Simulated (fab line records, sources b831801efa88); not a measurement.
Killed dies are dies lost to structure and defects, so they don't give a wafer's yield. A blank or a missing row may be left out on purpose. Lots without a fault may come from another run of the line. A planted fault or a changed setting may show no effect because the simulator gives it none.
fab line records | flow gf180mcu | part 2 of 2: steps 29 to 38 of 38
record lots=5 wafers=15 last_day=34
route steps=602 shown M5@538 V5@540 TOP_METAL@567
lots that met no fault: from a run of the same line without faults
start_h: hours from the record's first day to the start of the lot's first wafer shown | wait_h: hours since the lot's step before | " the same as in the row above | L1.1+2: a row that stands for several wafers | - no value, or no start given | * or withheld: withheld | < > ~ a bound
route shown NAME@n: a module of which the file shows steps, and the number in the route of the first | usual: mean/standard deviation of fault-free wafers | same: alike in all rows | chamber/n: place in a boat | sites: the reading at each site | _std_site: their standard deviation | _edge_site: outer sites' mean less inner sites' | radius_mm: how far each site lies from the wafer's centre | mask NAME#n: copy n | behind: the tool/chamber that last shaped the wafer | hold: why the lot was held/for how many hours/how that ended | device: the transistor (n, p or np) that didn't switch | end of line: the same wafers' tests at the end of the route | a step without rows: its recipe alone | killed: dies lost to structure and defects at the first sort, not the wafer's yield | map: a wafer's dies, x killed, . not, _ none there
set.NAME: the setting as run; set.NAME@STEP: as run at that earlier step | model.NAME: the simulator's own value behind a step, which no gauge read
lots at some steps of the route; a table a step, a row a wafer
services: from which hour (start_h, from the record's first day; less than 0 if before it) a tool's chamber was out of use, for how many hours, and why
## steps
# step GF_V5_CMP_26
# recipe stop_on=SiO2 down_force_psi=3.5 platen_rpm=60 t_overpolish_s=15 target_thk_nm=0 pad_velocity_m_s=0.94248
# usual motor_current_A=11.2/1.2 overpolish_run_s=15.001/0.0092 time_to_endpoint_s=85/3
# columns lot.wafer tool chamber start_h wait_h motor_current_A overpolish_run_s time_to_endpoint_s
L075.2 cmp-01 2 628.85 0.0 10.1 15.000 82
L075.3 " 0 " " 12.2 15.005 78
L075.1 " 1 " " 10.6 15.002 81
L080.2 cmp-02 3 687.64 0.1 11.6 14.989 82
L080.5 " 1 " " 13.2 14.995 88
L080.6 " 2 " " 11.8 14.998 84
L087.3 cmp-01 2 727.28 0.0 10.2 15.003 86
L087.1 " 3 " " 10.1 14.996 85
L087.2 " 0 " " 12.4 14.995 81
L095.3 cmp-02 0 769.85 0.1 10.1 15.003 83
L095.2 " 1 " " 13.4 15.003 88
L095.5 " 3 " " 11.6 14.988 81
L096.3 cmp-02 1 776.15 0.0 14.0 14.988 88
L096.1 " 2 " " 11.2 15.005 84
L096.5 " 1 " " 13.8 14.978 89
# step GF_TOP_METAL_SPUTTER_00
# recipe material=Ti target_thk_nm=37.5 arriving_ion_energy_ev=80 substrate_temp_c=200 chamber_pressure_pa=2 power_w=4000 time_s=150
# usual throttle_valve_pct=30.1/1.1
# same time_s=150
# columns lot.wafer tool chamber start_h wait_h throttle_valve_pct
L075.1 pvd_sputter-03 - 629.15 0.1 29.6
L075.2 " - " " 31.3
L075.3 " - " " 29.0
L080.2 pvd_sputter-01 - 687.84 0.1 30.8
L080.5 " - " " 31.9
L080.6 " - " " 30.5
L087.1 pvd_sputter-01 - 727.58 0.2 31.8
L087.2 " - " " 31.7
L087.3 " - " " 29.0
L095.2 pvd_sputter-01 - 770.05 0.1 32.1
L095.3 " - " " 31.6
L095.5 " - " " 31.8
L096.1 pvd_sputter-04 - 776.45 0.2 29.2
L096.3 " - " " 30.0
L096.5 " - " " 30.9
# step GF_TOP_METAL_SPUTTER_01
# recipe material=TiN target_thk_nm=30 power_w=6500 time_s=25 chamber_pressure_pa=0.4
# usual throttle_valve_pct=30.1/1.1
# same time_s=25
# columns lot.wafer tool chamber start_h wait_h throttle_valve_pct
L075.1 pvd_sputter-03 - 629.25 0.1 29.7
L075.2 " - " " 31.6
L075.3 " - " " 29.1
L080.2 pvd_sputter-01 - 687.94 0.1 30.2
L080.5 " - " " 31.8
L080.6 " - " " 30.7
L087.1 pvd_sputter-01 - 727.68 0.1 31.9
L087.2 " - " " 31.8
L087.3 " - " " 29.2
L095.2 pvd_sputter-01 - 770.15 0.1 32.1
L095.3 " - " " 31.9
L095.5 " - " " 31.4
L096.1 pvd_sputter-04 - 776.55 0.1 29.3
L096.3 " - " " 30.0
L096.5 " - " " 31.1
# step GF_TOP_METAL_SPUTTER_02
# recipe material=AlCu target_thk_nm=900 power_w=10600 chamber_pressure_pa=0.3 substrate_temp_c=250 gas=Ar time_s=47.82
# usual throttle_valve_pct=30.1/1.1
# same time_s=47.82
# columns lot.wafer tool chamber start_h wait_h throttle_valve_pct
L075.1 pvd_sputter-03 - 629.28 0.0 29.7
L075.2 " - " " 31.3
L075.3 " - " " 29.2
L080.2 pvd_sputter-01 - 687.97 0.0 30.7
L080.5 " - " " 31.9
L080.6 " - " " 30.9
L087.1 pvd_sputter-01 - 727.71 0.0 32.1
L087.2 " - " " 31.6
L087.3 " - " " 29.0
L095.2 pvd_sputter-01 - 770.18 0.0 31.9
L095.3 " - " " 31.7
L095.5 " - " " 31.8
L096.1 pvd_sputter-04 - 776.58 0.0 28.9
L096.3 " - " " 30.0
L096.5 " - " " 31.1
# step GF_TOP_METAL_SPUTTER_03
# recipe material=Ti target_thk_nm=5 substrate_temp_c=300 chamber_pressure_pa=0.3 power_w=3000 time_s=3.3
# usual throttle_valve_pct=30.1/1.1
# same time_s=3.3
# columns lot.wafer tool chamber start_h wait_h throttle_valve_pct
L075.1 pvd_sputter-03 - 629.32 0.0 29.8
L075.2 " - " " 31.3
L075.3 " - " " 29.0
L080.2 pvd_sputter-01 - 688.01 0.0 30.7
L080.5 " - " " 31.5
L080.6 " - " " 30.6
L087.1 pvd_sputter-01 - 727.75 0.0 32.2
L087.2 " - " " 31.6
L087.3 " - " " 29.0
L095.2 pvd_sputter-01 - 770.22 0.0 32.2
L095.3 " - " " 31.6
L095.5 " - " " 31.6
L096.1 pvd_sputter-04 - 776.62 0.0 29.1
L096.3 " - " " 30.1
L096.5 " - " " 30.7
# step GF_TOP_METAL_SPUTTER_04
# recipe material=TiN target_thk_nm=25 power_w=6500 time_s=20.8 chamber_pressure_pa=0.4
# usual throttle_valve_pct=30.1/1.1
# same time_s=20.8
# columns lot.wafer tool chamber start_h wait_h throttle_valve_pct
L075.1 pvd_sputter-03 - 629.34 0.0 29.8
L075.2 " - " " 31.4
L075.3 " - " " 29.3
L080.2 pvd_sputter-01 - 688.03 0.0 30.7
L080.5 " - " " 31.5
L080.6 " - " " 30.5
L087.1 pvd_sputter-01 - 727.77 0.0 32.0
L087.2 " - " " 31.7
L087.3 " - " " 29.2
L095.2 pvd_sputter-01 - 770.24 0.0 31.7
L095.3 " - " " 31.7
L095.5 " - " " 31.6
L096.1 pvd_sputter-04 - 776.64 0.0 29.2
L096.3 " - " " 30.3
L096.5 " - " " 31.1
# step GF_TOP_METAL_RS_MEAS_05
# recipe thk_meas_gauge=four-point-probe reads=TiN_of_TOP_METAL_SPUTTER_04+Ti_of_TOP_METAL_SPUTTER_03+AlCu_of_TOP_METAL_SPUTTER_02+TiN_of_TOP_METAL_SPUTTER_01+Ti_of_TOP_METAL_SPUTTER_00
# usual TOP_METAL_ALCU_RS=0.0328/0.00032
# columns lot.wafer tool chamber start_h wait_h TOP_METAL_ALCU_RS[ohm/sq]
L075.1 film_metro-02 - 629.37 0.0 0.0326
L075.2 " - " " 0.0323
L075.3 " - " " 0.0327
L080.2 film_metro-03 - 688.08 0.0 0.0333
L080.5 " - " " 0.0329
L080.6 " - " " 0.0331
L087.1 film_metro-02 - 727.80 0.0 0.0321
L087.2 " - " " 0.0321
L087.3 " - " " 0.0327
L095.2 film_metro-02 - 770.29 0.0 0.0324
L095.3 " - " " 0.0325
L095.5 " - " " 0.0322
L096.1 film_metro-01 - 776.67 0.0 0.0331
L096.3 " - " " 0.0331
L096.5 " - " " 0.0334
# step GF_TOP_METAL_THK_MEAS_06
# recipe thk_meas_gauge=xrf reads=AlCu_of_TOP_METAL_SPUTTER_02
# usual TOP_METAL_ALCU_THK=898/9
# columns lot.wafer tool chamber start_h wait_h TOP_METAL_ALCU_THK[nm]
L075.1 film_metro-02 - 629.49 0.1 901
L075.2 " - " " 906
L075.3 " - " " 897
L080.2 film_metro-03 - 688.19 0.1 886
L080.5 " - " " 896
L080.6 " - " " 892
L087.1 film_metro-02 - 727.92 0.1 915
L087.2 " - " " 906
L087.3 " - " " 900
L095.2 film_metro-02 - 770.40 0.1 898
L095.3 " - " " 900
L095.5 " - " " 910
L096.1 film_metro-01 - 776.79 0.1 891
L096.3 " - " " 892
L096.5 " - " " 880
# step GF_TOP_METAL_DEHYDRATE_07
# recipe temp_c=200 time_s=60
# same time_s=60
# columns lot.wafer tool chamber start_h wait_h
L075.1+2+3 litho_track-02 0 638.30 8.8
L080.2+5+6 litho_track-04 0 697.57 9.4
L087.1+2+3 litho_track-02 0 736.50 8.6
L095.2+3+5 litho_track-01 0 777.67 7.3
L096.1+3+5 litho_track-04 0 783.75 6.9
# step GF_TOP_METAL_HMDS_08
# recipe prime_time_s=60 prime_temp_c=120
# columns lot.wafer tool chamber start_h wait_h
L075.1+2+3 litho_track-02 0 638.45 0.1
L080.2+5+6 litho_track-04 0 697.72 0.1
L087.1+2+3 litho_track-02 0 736.65 0.1
L095.2+3+5 litho_track-01 0 777.82 0.1
L096.1+3+5 litho_track-04 0 783.90 0.1
## services
# columns tool chamber start_h hours kind
pvd_sputter-01 - 584.88 11.2 repair
rie_diel-02 - 586.09 0.2 repair
hdpcvd-01 - 589.10 1.8 repair
pvd_sputter-03 - 598.22 2.1 repair
pecvd-02 - 602.32 1.0 repair
krf_scanner-01 - 613.69 1.0 pm
krf_scanner-01 - 619.54 3.6 pm
krf_scanner-01 - 629.44 1.3 pm
krf_scanner-01 - 635.84 0.8 pm
pvd_sputter-01 - 637.10 4.1 repair
cmp-02 - 639.71 0.6 repair
krf_scanner-01 - 641.75 0.3 repair
wet_bench-03 - 650.34 3.5 repair
pvd_sputter-03 - 683.86 2.6 repair
wet_bench-03 - 694.38 1.9 pm
rie_diel-02 0 699.44 2.8 repair
pvd_sputter-04 - 705.74 1.7 repair
pvd_sputter-03 - 737.00 6.3 repair
wet_bench-01 - 737.32 3.0 repair
cmp-02 - 744.23 4.0 pm
cmp-02 - 748.08 1.2 repair
cmp-02 - 758.79 3.5 pm
cmp-02 - 781.25 1.9 repair
krf_scanner-01 - 782.49 1.0 pm
